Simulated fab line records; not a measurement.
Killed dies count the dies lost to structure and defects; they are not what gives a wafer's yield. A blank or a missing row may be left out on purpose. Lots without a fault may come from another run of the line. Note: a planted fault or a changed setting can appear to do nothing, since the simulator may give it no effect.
fab line records	flow sky130
[record] lots = 12	wafers = 36	last_day = 50
route steps=708 shown VIA2@519 CAPM@549 PAD_OPEN@708
lots with no fault: from the same line, run without faults
start_h: hours from the record's first day to the start of the lot's first wafer shown	wait_h: hours from the lot's prior step to this one	" the same as in the row above	L1.1+2: a single row standing in for several wafers	- value missing, or start not given	* or withheld: withheld	< > ~ a bound
route shown NAME@n: names a module that has steps shown in the file, with the first one's number in the route	usual: the fault-free wafers' mean and standard deviation	same: alike in all rows	chamber/n: place in a boat	sites: readings site by site	_std_site: the values' standard deviation	_edge_site: inner sites' mean taken away from outer sites' mean	radius_mm: for every site, how far away it sits from the centre of the wafer	mask NAME#n: copy n	behind: tool/chamber where the wafer was last shaped	hold: cause of the lot's hold/its duration in hours/its outcome	device: the transistor (n, p or np) that didn't switch	end of line: at the end of the route, the tests of the same wafers	step lacking rows: just its recipe	killed: dies that structure and defects cost at the first sort, which is not the same as the wafer's yield	map: shows each die of a wafer: x if killed, . if not, _ if none is there
set.NAME: the setting as run; set.NAME@STEP: as run at that earlier step	model.NAME: the simulator's own value behind a step, which no gauge read
the route's steps for a sample of lots (tables are steps, rows are wafers)
services: a tool's chamber out of use, with start hour (start_h, from the record's first day; less than 0 if before it), hours out, and reason
[[steps]]
[step SKY_VIA2_CD_MEAS_12]
[recipe] target_cd_nm = 200
[usual] cd_nm = 200.6/1.4
lot.wafer	tool	chamber	start_h	wait_h	cd_nm
L712.1	cd_sem-01	-	839.46	-	199.7
L712.2	"	-	"	"	198.9
L712.3	"	-	"	"	201.3
L713.2	cd_sem-01	-	841.39	-	200.7
L713.3	"	-	"	"	200.6
L713.5	"	-	"	"	201.6
L714.2	cd_sem-01	-	856.07	-	199.4
L714.3	"	-	"	"	198.1
L714.6	"	-	"	"	200.2
L715.3	cd_sem-01	-	896.26	-	201.6
L715.4	"	-	"	"	202.2
L715.5	"	-	"	"	201.3
L717.2	cd_sem-02	-	905.22	-	199.3
L717.4	"	-	"	"	196.9
L717.6	"	-	"	"	197.8
L720.3	cd_sem-02	-	922.70	-	200.1
L720.4	"	-	"	"	199.0
L720.5	"	-	"	"	198.7
L722.3	cd_sem-01	-	927.55	-	202.0
L722.5	"	-	"	"	202.0
L722.6	"	-	"	"	202.9
L729.1	cd_sem-02	-	967.07	-	203.2
L729.3	"	-	"	"	202.5
L729.5	"	-	"	"	201.2
L730.1	cd_sem-02	-	975.01	-	199.8
L730.3	"	-	"	"	199.7
L730.6	"	-	"	"	199.1
L731.1	cd_sem-02	-	981.26	-	200.0
L731.3	"	-	"	"	199.6
L731.4	"	-	"	"	200.0
L733.1	cd_sem-02	-	999.27	-	200.3
L733.3	"	-	"	"	200.5
L733.6	"	-	"	"	200.5
L735.1	cd_sem-02	-	1009.01	-	199.6
L735.2	"	-	"	"	200.7
L735.3	"	-	"	"	199.7
[step SKY_VIA2_THK_MEAS_23]
[recipe] thk_meas_gauge = xrf	reads = W_of_VIA2_CVD_21
[usual] VIA2_W_THK = 420/5
lot.wafer	tool	chamber	start_h	wait_h	VIA2_W_THK[nm]
L712.1	film_metro-01	-	840.67	0.1	424
L712.2	"	-	"	"	424
L712.3	"	-	"	"	430
L713.2	film_metro-04	-	842.58	0.1	415
L713.3	"	-	"	"	420
L713.5	"	-	"	"	417
L714.2	film_metro-03	-	857.27	0.1	419
L714.3	"	-	"	"	417
L714.6	"	-	"	"	411
L715.3	film_metro-03	-	897.40	0.1	428
L715.4	"	-	"	"	419
L715.5	"	-	"	"	418
L717.2	film_metro-03	-	906.37	0.1	419
L717.4	"	-	"	"	418
L717.6	"	-	"	"	420
L720.3	film_metro-01	-	924.25	0.1	427
L720.4	"	-	"	"	433
L720.5	"	-	"	"	431
L722.3	film_metro-03	-	928.73	0.1	412
L722.5	"	-	"	"	416
L722.6	"	-	"	"	420
L729.1	film_metro-03	-	968.24	0.1	422
L729.3	"	-	"	"	423
L729.5	"	-	"	"	424
L730.1	film_metro-03	-	976.21	0.1	421
L730.3	"	-	"	"	420
L730.6	"	-	"	"	418
L731.1	film_metro-01	-	982.43	0.1	422
L731.3	"	-	"	"	419
L731.4	"	-	"	"	423
L733.1	film_metro-03	-	1000.49	0.1	423
L733.3	"	-	"	"	423
L733.6	"	-	"	"	424
L735.1	film_metro-03	-	1010.18	0.1	418
L735.2	"	-	"	"	417
L735.3	"	-	"	"	424
[step SKY_CAPM_OVL_MEAS_12]
[usual] CAPM_OVL = 0.4/1.2
lot.wafer	tool	chamber	start_h	wait_h	CAPM_OVL[nm]
L712.1	overlay-02	-	867.21	0.1	0.3
L712.2	"	-	"	"	-1.7
L712.3	"	-	"	"	0.2
L713.2	overlay-01	-	869.32	0.1	0.9
L713.3	"	-	"	"	2.2
L713.5	"	-	"	"	0.1
L714.2	overlay-01	-	883.67	0.1	-0.8
L714.3	"	-	"	"	0.8
L714.6	"	-	"	"	-0.3
L715.3	overlay-02	-	922.64	0.1	0.2
L715.4	"	-	"	"	-0.8
L715.5	"	-	"	"	1.2
L717.2	overlay-02	-	931.25	0.1	1.7
L717.4	"	-	"	"	-1.2
L717.6	"	-	"	"	-0.1
L720.3	overlay-02	-	948.61	0.1	-2.7
L720.4	"	-	"	"	-0.7
L720.5	"	-	"	"	0.2
L722.3	overlay-02	-	953.78	0.1	-0.6
L722.5	"	-	"	"	1.1
L722.6	"	-	"	"	-0.5
L729.1	overlay-01	-	993.30	0.1	0.5
L729.3	"	-	"	"	0.5
L729.5	"	-	"	"	-0.2
L730.1	overlay-02	-	1000.60	0.1	0.1
L730.3	"	-	"	"	0.2
L730.6	"	-	"	"	1.8
L731.1	overlay-02	-	1006.46	0.1	1.2
L731.3	"	-	"	"	0.7
L731.4	"	-	"	"	-0.9
L733.1	overlay-02	-	1023.91	0.1	2.3
L733.3	"	-	"	"	-0.1
L733.6	"	-	"	"	-0.3
L735.1	overlay-01	-	1032.20	0.1	-0.4
L735.2	"	-	"	"	-2.6
L735.3	"	-	"	"	-0.7
[step SKY_CAPM_STRIP_14]
[recipe] chemistry = O2/N2	power_w = 1400	pressure_mtorr = 1500	platen_temp_c = withheld	o2_flow_sccm = 3000	n2_flow_sccm = 300	overash_fraction = 0.5
[usual] chamber_pressure_mTorr = 1500.0/1.3	drypump_motor_current_A = 5.5/0.53	o2_flow_sccm = 3000/9	oes_product_au = 0.711/0.0044	strip_time_to_endpoint_s = 12.65/0.042
lot.wafer	tool	chamber	start_h	wait_h	chamber_pressure_mTorr	drypump_motor_current_A	o2_flow_sccm	oes_product_au	rf_hours_counter_h	strip_time_to_endpoint_s
L712.1	plasma_asher-03	1	867.40	0.1	1499.6	4.9	3012	0.709	73	12.52
L712.2	"	0	"	"	1499.6	4.9	2999	0.711	73	12.53
L712.3	"	0	"	"	1496.9	4.9	3010	0.710	-	12.55
L713.2	plasma_asher-03	1	869.43	0.1	1499.6	4.9	2999	0.711	73	12.68
L713.3	"	0	"	"	1501.1	4.9	3004	0.721	-	12.73
L713.5	"	0	"	"	1499.6	4.9	3003	0.710	-	12.72
L714.2	plasma_asher-03	0	883.78	0.1	1498.7	4.9	2988	0.711	75	12.60
L714.3	"	1	"	"	1499.2	4.9	3006	0.711	-	12.62
L714.6	"	1	"	"	1499.6	4.9	3006	0.711	-	12.58
L715.3	plasma_asher-02	1	922.78	0.1	1500.2	6.4	2997	0.710	-	12.62
L715.4	"	0	"	"	1500.3	5.8	2988	0.712	-	12.63
L715.5	"	0	"	"	1499.7	5.9	2990	0.711	-	12.60
L717.2	plasma_asher-02	0	931.36	0.1	1499.5	5.9	3007	0.716	111	12.70
L717.4	"	0	"	"	1501.2	5.8	3013	0.713	-	12.67
L717.6	"	0	"	"	1499.5	5.9	3005	0.710	-	12.69
L720.3	plasma_asher-02	0	948.74	0.1	1500.8	5.8	2998	0.709	-	12.62
L720.4	"	1	"	"	1500.4	6.4	2996	0.711	-	12.62
L720.5	"	1	"	"	1498.3	6.4	2999	0.712	-	12.59
L722.3	plasma_asher-03	1	953.91	0.1	1499.1	4.9	2996	0.710	-	12.70
L722.5	"	0	"	"	1498.4	4.9	3011	0.713	-	12.70
L722.6	"	1	"	"	1501.7	4.9	2998	0.713	-	12.69
L729.1	plasma_asher-02	1	993.49	0.1	1497.5	6.4	2994	0.711	118	12.62
L729.3	"	0	"	"	1500.7	5.8	2390	0.694	-	12.80
L729.5	"	1	"	"	1498.8	6.4	2984	0.709	-	12.60
L730.1	plasma_asher-04	0	1000.71	0.1	1500.8	5.7	3011	0.708	58	12.66
L730.3	"	1	"	"	1499.6	5.2	3008	0.707	-	12.64
L730.6	"	1	"	"	1499.8	5.2	2992	0.708	-	12.65
L731.1	plasma_asher-02	1	1006.58	0.1	1501.0	6.4	2992	0.704	119	12.66
L731.3	"	0	"	"	1502.2	5.8	2404	0.700	-	12.86
L731.4	"	1	"	"	1498.5	6.4	3006	0.713	-	12.69
L733.1	plasma_asher-04	0	1024.03	0.1	1499.2	5.7	3006	0.714	60	12.66
L733.3	"	0	"	"	1501.4	5.7	3006	0.707	-	12.63
L733.6	"	1	"	"	1500.7	5.2	2997	0.704	-	12.68
L735.1	plasma_asher-03	1	1032.31	0.1	1499.3	4.9	3000	0.703	89	12.60
L735.2	"	0	"	"	1500.4	4.9	2999	0.702	89	12.60
L735.3	"	1	"	"	1500.0	4.9	3001	0.709	-	12.68
[step SKY_PAD_OPEN_PROBE_99]
[usual] defect_limited_yield = 82.4/1.9	killed_at_M0_to_M3 = 44/7.2	killed_at_M4_up = 3.2/1.8	killed_at_contacts = 24/5.4	killed_at_front_end = 15/4	killed_at_other = 0.3/0.56	killed_dies = 87/9.2	killed_open = 47/7.3	killed_short = 39/5.7	sort_bin_3_pad_short = 0.9/0.45	sort_bin_5_function = 10.6/1.5	sort_bin_6_memory = 6.2/1.1	sort_n_pass = 405/9.2	sort_yield_pct = 82.4/1.9
[same] gross_dies = 492	killed_at_back_side = 0	sort_bin_4_leakage[%] = 0	sort_bin_8_speed[%] = 0
lot.wafer	tool	chamber	start_h	wait_h	defect_limited_yield[%]	killed_at_M0_to_M3	killed_at_M4_up	killed_at_contacts	killed_at_front_end	killed_at_other	killed_dies	killed_open	killed_short	sort_bin_3_pad_short[%]	sort_bin_5_function[%]	sort_bin_6_memory[%]	sort_n_pass	sort_yield_pct[%]
L715.3	prober-01	-	1113.19	0.2	83.7	38	4	30	8	0	80	46	34	0.8	10.4	5.1	412	83.7
L715.4	prober-01	-	1113.24	0.2	82.9	43	2	22	17	0	84	48	35	0.2	10.8	6.1	408	82.9
L715.5	prober-01	-	1113.29	0.2	82.7	40	5	23	17	0	85	40	45	0.2	8.7	8.3	407	82.7
L720.3	prober-02	-	1135.55	0.2	82.7	47	3	22	13	0	85	45	39	1.0	10.2	6.1	407	82.7
L720.4	prober-02	-	1135.60	0.2	84.1	44	6	18	9	1	78	43	35	1.4	8.7	5.7	414	84.1
L720.5	prober-02	-	1135.65	0.2	81.9	47	2	20	20	0	89	50	39	0	10.8	7.3	403	81.9
L722.6	prober-01	-	1138.50	0.2	84.1	49	3	15	11	0	78	37	41	0.8	9.3	5.7	414	84.1
L729.1	prober-01	-	1170.63	0.1	81.7	52	5	21	12	0	90	41	47	1.8	12.2	4.3	402	81.7
L729.3	prober-01	-	1170.73	0.2	83.5	36	6	22	17	0	81	41	38	1.0	9.3	6.1	411	83.5
L729.5	prober-01	-	1170.83	0.2	82.1	38	5	28	17	0	88	46	41	1.0	10.4	6.5	404	82.1
L730.1	prober-02	-	1173.77	0.1	79.1	60	1	24	18	0	103	60	43	1.0	12.8	7.1	389	79.1
L730.3	prober-02	-	1173.87	0.2	82.9	41	7	19	16	1	84	46	38	0.6	11.6	4.9	408	82.9
L730.6	prober-02	-	1174.02	0.2	80.5	46	0	30	20	0	96	50	46	1.2	11.2	7.1	396	80.5
L731.1	prober-01	-	1178.51	0.1	84.6	37	3	21	14	1	76	41	35	0.2	11.0	4.3	416	84.6
L731.3	prober-01	-	1178.61	0.2	83.1	41	4	27	11	0	83	53	30	0.6	10.4	5.9	409	83.1
L731.4	prober-01	-	1178.66	0.2	80.5	47	4	35	9	1	96	45	51	1.2	11.0	7.3	396	80.5
// killed by level:class
L715.3 CONTACT:geometric_particle:open=13 VIA2:geometric_particle:open=11 LI_CONTACT:geometric_particle:short=6 LI_CONTACT:geometric_particle:open=6 VIA1:geometric_particle:open=6 VIA1:geometric_particle:short=5 METAL1:geometric_particle:short=5 VIA3:geometric_particle:open=4
L715.4 CONTACT:geometric_particle:open=13 VIA1:geometric_particle:open=12 VIA1:geometric_particle:short=7 FIELD_ISO:geometric_particle:open=6 VIA3:geometric_particle:open=6 METAL2:geometric_particle:short=5 FIELD_ISO:geometric_particle:short=4 VIA2:geometric_particle:short=4
L715.5 CONTACT:geometric_particle:open=10 VIA3:geometric_particle:open=10 VIA1:geometric_particle:open=7 POLY_GATE:geometric_particle:short=6 CONTACT:geometric_particle:short=5 METAL4:geometric_particle:short=5 FIELD_ISO:geometric_particle:short=4 VIA3:geometric_particle:short=4
L720.3 CONTACT:geometric_particle:open=12 VIA1:geometric_particle:open=9 VIA3:geometric_particle:open=6 VIA1:geometric_particle:short=6 VIA3:geometric_particle:short=5 METAL1:geometric_particle:short=5 METAL2:geometric_particle:short=5 LI_CONTACT:geometric_particle:open=4
L720.4 VIA2:geometric_particle:open=10 VIA3:geometric_particle:open=10 LOCAL_INTERCONNECT:geometric_particle:short=7 CONTACT:geometric_particle:short=5 VIA1:geometric_particle:open=5 METAL4:geometric_particle:short=4 METAL2:geometric_particle:short=4 POLY_GATE:geometric_particle:short=3
L720.5 VIA1:geometric_particle:open=10 VIA3:geometric_particle:open=8 POLY_GATE:geometric_particle:short=7 VIA2:geometric_particle:open=7 CONTACT:geometric_particle:open=6 LI_CONTACT:geometric_particle:open=5 METAL1:geometric_particle:open=5 METAL2:geometric_particle:short=5
L722.6 VIA1:geometric_particle:open=11 METAL1:geometric_particle:short=9 METAL2:geometric_particle:short=8 CONTACT:geometric_particle:open=7 VIA2:geometric_particle:open=6 FIELD_ISO:geometric_particle:short=4 VIA1:geometric_particle:short=4 VIA3:geometric_particle:open=4
L729.1 VIA1:geometric_particle:open=11 VIA3:geometric_particle:open=10 METAL2:geometric_particle:short=9 CONTACT:geometric_particle:short=7 CONTACT:geometric_particle:open=7 METAL1:geometric_particle:short=6 POLY_GATE:geometric_particle:open=4 VIA1:geometric_particle:short=4
L729.3 LI_CONTACT:geometric_particle:open=7 CONTACT:geometric_particle:open=7 LOCAL_INTERCONNECT:geometric_particle:short=6 VIA3:geometric_particle:open=6 VIA1:geometric_particle:short=5 VIA1:geometric_particle:open=5 POLY_GATE:geometric_particle:short=4 METAL4:geometric_particle:short=4
L729.5 VIA1:geometric_particle:open=11 LI_CONTACT:geometric_particle:open=8 CONTACT:geometric_particle:open=8 METAL2:geometric_particle:short=6 CONTACT:geometric_particle:short=5 VIA1:geometric_particle:short=5 FIELD_ISO:geometric_particle:open=4 LI_CONTACT:geometric_particle:short=4
L730.1 VIA2:geometric_particle:open=13 VIA1:geometric_particle:open=11 CONTACT:geometric_particle:open=11 LI_CONTACT:geometric_particle:open=7 METAL3:geometric_particle:short=7 VIA3:geometric_particle:short=6 VIA1:geometric_particle:short=6 FIELD_ISO:geometric_particle:short=5
L730.3 VIA1:geometric_particle:open=12 POLY_GATE:geometric_particle:open=7 LOCAL_INTERCONNECT:geometric_particle:short=6 VIA2:geometric_particle:open=6 LI_CONTACT:geometric_particle:open=5 CONTACT:geometric_particle:open=5 POLY_GATE:geometric_particle:short=4 METAL1:geometric_particle:short=4
L730.6 CONTACT:geometric_particle:open=12 VIA1:geometric_particle:open=11 CONTACT:geometric_particle:short=9 FIELD_ISO:geometric_particle:open=8 VIA3:geometric_particle:open=7 POLY_GATE:geometric_particle:short=6 METAL1:geometric_particle:short=6 VIA1:geometric_particle:short=6
L731.1 CONTACT:geometric_particle:open=11 VIA2:geometric_particle:open=7 LI_CONTACT:geometric_particle:open=5 METAL1:geometric_particle:short=5 VIA1:geometric_particle:open=5 METAL2:geometric_particle:short=5 VIA3:geometric_particle:open=4 POLY_GATE:geometric_particle:short=3
L731.3 LI_CONTACT:geometric_particle:open=10 VIA1:geometric_particle:open=10 CONTACT:geometric_particle:open=9 VIA2:geometric_particle:open=7 FIELD_ISO:geometric_particle:open=6 LI_CONTACT:geometric_particle:short=5 METAL2:geometric_particle:short=5 VIA3:geometric_particle:open=5
L731.4 CONTACT:geometric_particle:open=12 VIA1:geometric_particle:short=11 VIA2:geometric_particle:open=8 LI_CONTACT:geometric_particle:short=7 LI_CONTACT:geometric_particle:open=7 VIA1:geometric_particle:open=7 CONTACT:geometric_particle:short=6 METAL2:geometric_particle:short=5
[[services]]
tool	chamber	start_h	hours	kind
plasma_asher-03	-	921.55	3.3	repair
plasma_asher-03	-	926.39	0.4	repair
plasma_asher-02	-	992.32	0.6	repair
plasma_asher-03	-	993.52	1.0	repair
[[key]]
[first_sign] step = SKY_CAPM_STRIP_14	reading = o2_flow_sccm	direction = down	sigmas = 67	usual = 3000	struck = 2397
[effect] step = SKY_CAPM_STRIP_14	reading = strip_time_to_endpoint_s	direction = up	sigmas = 4.4	usual = *	struck = *
met_at SKY_CAPM_STRIP_14
struck_lots L729,L731
struck_wafers L729.3,L731.3
not_acting_at SKY_VIA2_CD_MEAS_12,SKY_VIA2_THK_MEAS_23,SKY_CAPM_OVL_MEAS_12
onset_between 948.74 993.49
[fault] kind = process_parameter_drift	tool = plasma_asher-02	chamber = 0	onset_h = 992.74	steps = SKY_CAPM_STRIP_14	channel = o2_flow_sccm	offset = -600	shape = step	end_h = 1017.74	acts_in = these_recipes_only	stated = 3000
